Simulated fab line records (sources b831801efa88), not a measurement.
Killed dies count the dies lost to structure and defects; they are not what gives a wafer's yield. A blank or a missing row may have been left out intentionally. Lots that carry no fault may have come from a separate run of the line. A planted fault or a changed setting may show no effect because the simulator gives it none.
Problem report, 8D (eight disciplines) form, completed by code ; flow gf180mcu ; the parts of the form that need people (team, actions taken, sign-off) are left out

== 1. THE ISSUE ==
V1_OVL at GF_V1_OVL_MEAS_15 reads a mean of 42 nm on 9 wafers of 3 lots; wafers without a fault read -3 nm with a standard deviation of 5.4. That puts it +8.4 standard deviations away from the usual mean.
First seen on wafer L812.2, day 19 18:14, on overlay-02. Wafers with a number at this step in the record: 36, from 12 lots. Rule for "out", or "out of limits": more than 4 standard deviations from the usual mean. All remaining wafers that have a number are taken as sound.

== 2. WHAT IT IS; WHAT IT IS NOT ==
question;is;is not
which readings at this step;V1_OVL;-
which lots;L812, L814, L818;L808, L810, L811, L813, L816, L821, L822, L824, L827
which wafers of those lots;all that have a number;-
read on which gauges;overlay-02;overlay-01
when;from day 19 18:14;"up to then (9 sound wafers); but 18 sound wafers of L813, L816, L821, L822, L824, L827 came after"

== 3. THE SUSPECTS, EACH WITH WHAT RULES IT OUT ==
Counting: a tool at a process step up to the reading stays a suspect if it ran every lot that is out and no sound lot after the first of them.
- the gauge at GF_V1_OVL_MEAS_15: kept. All the wafers that are out were read on overlay-02, and no step on other tools shows them out.
- krf-scanner-02 at GF_V1_EXPOSE_11 (exposes mask Via1, target cd 260 nm): kept. It ran every lot that is out, first L812 (day 19 05:59), and no sound lot after that; its last sound lot up to then is L811 (day 18 19:32).
Remaining after the count are krf-scanner-02 at GF_V1_EXPOSE_11 and overlay-02 at GF_V1_OVL_MEAS_15.

== 4. THE CAUSE (what the simulator had put in) ==
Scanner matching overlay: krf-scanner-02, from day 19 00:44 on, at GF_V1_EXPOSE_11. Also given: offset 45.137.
Of the 2 suspects that counting leaves, this tool is one.

== 5. THE CHAIN OF EFFECTS, in route order ==
One row per reading whose mean, taken over the struck wafers that have a number, lies over 3 standard deviations from the usual. Scope: only readings with a usual standard deviation given in the record; hours: median across lots of the time from each lot's start at the first step in this table that gives one to its start at this step; sigmas: change in usual standard deviations.
hours;step;reading;usual;on struck wafers;change;sigmas
0;GF_V1_OVL_MEAS_15;V1_OVL;-3 nm;42;+45;+8.4

== 6. HOW IT WOULD HAVE BEEN CAUGHT EARLIER ==
Counted from the fault's start at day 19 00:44, it took 18 hours until the first out-of-limits reading at a measuring or inspecting step in this record, taken at day 19 18:14.
An alarm limit of 4 standard deviations would not have fired on the tool readings at GF_V1_EXPOSE_11 for which the record gives a usual standard deviation, since none of them was out on any struck wafer.
L814, L818, from the lots that are out (3), started GF_V1_EXPOSE_11 on krf-scanner-02 later than day 19 18:14. A hold on the tool at that time would have spared those 2.
